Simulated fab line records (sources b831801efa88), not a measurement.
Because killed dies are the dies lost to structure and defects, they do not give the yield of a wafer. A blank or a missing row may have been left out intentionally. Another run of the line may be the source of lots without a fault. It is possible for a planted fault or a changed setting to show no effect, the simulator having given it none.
One fault seen from 2 desks    flow sky130    each desk has only its own numbers; what lay behind them comes last

AT THE METROLOGY DESK
What the gauges read, lot by lot, whatever tool the lot ran on: means of the sampled wafers that have a number. If a lot's mean is further than 4 standard deviations from the usual mean, the lot is out of limits and carries the mark OUT (the distance appears in the brackets).
Columns: A = NWELL_RS at SKY_NWELL_RS_MEAS_29, usual 624.7 ohm/sq; B = VT_ADJUST_LVTN_2_TW at SKY_VT_ADJUST_LVTN_TW_MEAS_21, usual 188.6; C = cd nm at SKY_VT_ADJUST_NCORE_CD_MEAS_07, usual 380.0 nm
lot   first seen here  A      B                C
L487  day 5 16:25      626.9  189.5            377.9
L489  day 5 23:28      625.1  188.7            376.3
L490  day 6 03:55      626.9  189.4            383.1
L491  day 6 10:35      622.2  188.3            380.3
L495  day 7 17:12      624.0  187.7            377.8
L496  day 7 23:28      626.1  170.8 (-22) OUT  382.3
L497  day 8 03:55      626.8  188.0            379.6
L499  day 9 03:29      624.9  171.8 (-21) OUT  378.6
L502  day 9 15:51      626.2  189.4            380.5
L504  day 9 19:41      624.0  188.8            381.6
L505  day 10 01:38     623.0  187.5            382.2
L508  day 10 23:37     624.5  189.1            376.3
Finding of this desk: L496, L499 out of limits, first seen on L496 at day 10 18:19 (VT_ADJUST_LVTN_2_TW at SKY_VT_ADJUST_LVTN_TW_MEAS_21). L487, L489, L490, L491, L495, L497, L502, L504, L505, L508: within limits.

THE TOOL OWNER'S DESK: implanter-04
For each lot that ran on this tool, the mean over its sampled wafers that have a number, from the tool's own readings at SKY_VT_ADJUST_LVTN_IMPLANT_19. If a lot's mean is further than 4 standard deviations from the usual mean, the lot is out of limits and carries the mark OUT (the distance appears in the brackets).
Columns: A = dose ions cm2 at SKY_VT_ADJUST_LVTN_IMPLANT_19, usual 6.5e+11; B = faraday current uA at SKY_VT_ADJUST_LVTN_IMPLANT_19, usual 3.66
lot   first seen here  A                          B
L487  day 8 00:36      6.5e+11                    3.58
L489  day 8 10:12      6.5e+11                    3.74
L490  day 8 16:27      6.5e+11                    3.59
L496  day 10 18:04     4.6e+11 (-99 or more) OUT  2.57 (-14) OUT
L499  day 12 01:50     4.6e+11 (-99 or more) OUT  2.58 (-14) OUT
This desk's finding: out of limits on L496, L499; first on L496, day 10 18:04 (dose ions cm2 at SKY_VT_ADJUST_LVTN_IMPLANT_19). L487, L489, L490: within limits.

ALL TOGETHER
At day 10 18:04, on L496, L499, the tool owner's desk was in a position to raise an alarm.
At day 10 18:19 the metrology desk could have sounded an alarm, on L496, L499.
All the named lots went through SKY_VT_ADJUST_LVTN_IMPLANT_19 on implanter-04.

WHAT HAD BEEN PUT IN BY THE SIMULATOR
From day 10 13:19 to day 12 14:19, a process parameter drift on implanter-04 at SKY_VT_ADJUST_LVTN_IMPLANT_19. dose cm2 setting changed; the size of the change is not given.
Struck lots among those shown: L496, L499.
Delay (hours) between the fault's onset and each desk's first out-of-limits reading: 5 at the tool owner's desk, 5 at the metrology desk.
